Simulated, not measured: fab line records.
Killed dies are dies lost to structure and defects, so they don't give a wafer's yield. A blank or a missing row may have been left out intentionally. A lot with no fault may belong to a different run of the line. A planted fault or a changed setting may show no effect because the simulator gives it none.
Which tool did it? ; flow gf180mcu ; 38 wafers from 13 lots sampled at 2 of the route's 602 steps

## WHAT THE GAUGES SHOWED, per wafer
GF_V5_THK_MEAS_01. Usual: V5_CVD_00_THK 300 nm, standard deviation 3.2.
lot;measured;on;V5_CVD_00_THK (nm);flag
L223;day 26 08:22;filmMetro-04;303 298 302;
L225;day 27 05:14;filmMetro-03;306 299 300;
L226;day 27 07:35;filmMetro-04;299 305 298;
L227;day 27 23:08;filmMetro-03;300 296 294;
L228;day 28 08:13;filmMetro-04;299 303 302;
L230;day 28 16:14;filmMetro-03;305 305 301;
L229;day 28 17:51;filmMetro-01;304 300 306;
L234;day 29 15:43;filmMetro-04;305 303;
L235;day 30 01:03;filmMetro-03;303 300 299;
L238;day 30 18:17;filmMetro-03;301 302 304;
L240;day 31 12:09;filmMetro-03;302 298 297;
L244;day 32 09:29;filmMetro-03;301 300 298;
L245;day 32 11:32;filmMetro-03;304 298 300;

## WHICH TOOL RAN EACH LOT (tool, then ch and the chambers of the sampled wafers, then the start)
lot;GF_V4_ETCH_17
L223;rieDiel-02 ch 0,3, day 26 08:22 or earlier
L225;rieDiel-01 ch 0,1,2, day 27 05:14 or earlier
L226;rieDiel-03 ch 1,2,3, day 27 07:35 or earlier
L227;rieDiel-01 ch 0,2,3, day 27 23:08 or earlier
L228;rieDiel-03 ch 0,1,3, day 28 08:13 or earlier
L230;rieDiel-01 ch 0,1,3, day 28 16:14 or earlier
L229;rieDiel-01 ch 1,3, day 28 17:51 or earlier
L234;rieDiel-02 ch 0,2, day 29 15:43 or earlier
L235;rieDiel-01 ch 1, day 30 01:03 or earlier
L238;rieDiel-01 ch 0,1, day 30 18:17 or earlier
L240;rieDiel-02 ch 1,2,3, day 31 12:09 or earlier
L244;rieDiel-03 ch 2,3, day 32 09:29 or earlier
L245;rieDiel-02 ch 1,2,3, day 32 11:32 or earlier
- GF_V4_ETCH_17: etches SiO2 in C4F8/O2/Ar, stops on TiN, target depth 630 nm.

## AS READ BY THE TOOLS THEMSELVES (means over the sampled wafers that have a number; for cases with no such wafer, the mark the record gives instead)
GF_V4_ETCH_17. Usual: biasW 1200 W, standard deviation 3.2; oesProductAu 0.856 a.u., standard deviation 0.0045.
lot;tool;biasW (W);oesProductAu (a.u.);flag
L223;rieDiel-02;1197;0.856;
L225;rieDiel-01;1201;0.856;
L226;rieDiel-03;1199;0.853;
L227;rieDiel-01;1202;0.860;
L228;rieDiel-03;1202;0.857;
L230;rieDiel-01;1201;0.857;
L229;rieDiel-01;1196;0.855;
L234;rieDiel-02;1198;0.861;
L235;rieDiel-01;1197;0.856;
L238;rieDiel-01;1202;0.861;
L240;rieDiel-02;1205;0.857;
L244;rieDiel-03;1201;0.856;
L245;rieDiel-02;1201;0.853;

## THE ANSWER, worked out from the rows above alone
Rule: a lot is off if the mean of its wafers that have a number lies more than 3 standard deviations from the usual mean. Also off: a lot with no number at a reading for which 4 or more lots have one. Any other lot the step has rows for is counted as sound. The gauges are gone through in route order, then the tools' own readings, and for those a lot's mean is taken as printed above. The first step at which some lot is off is used, and at that step the reading that is off furthest; a lot without a number counts as furthest.
Nothing can be told from this: no lot is off at any reading shown.

## WHAT THE SIMULATOR PUT IN
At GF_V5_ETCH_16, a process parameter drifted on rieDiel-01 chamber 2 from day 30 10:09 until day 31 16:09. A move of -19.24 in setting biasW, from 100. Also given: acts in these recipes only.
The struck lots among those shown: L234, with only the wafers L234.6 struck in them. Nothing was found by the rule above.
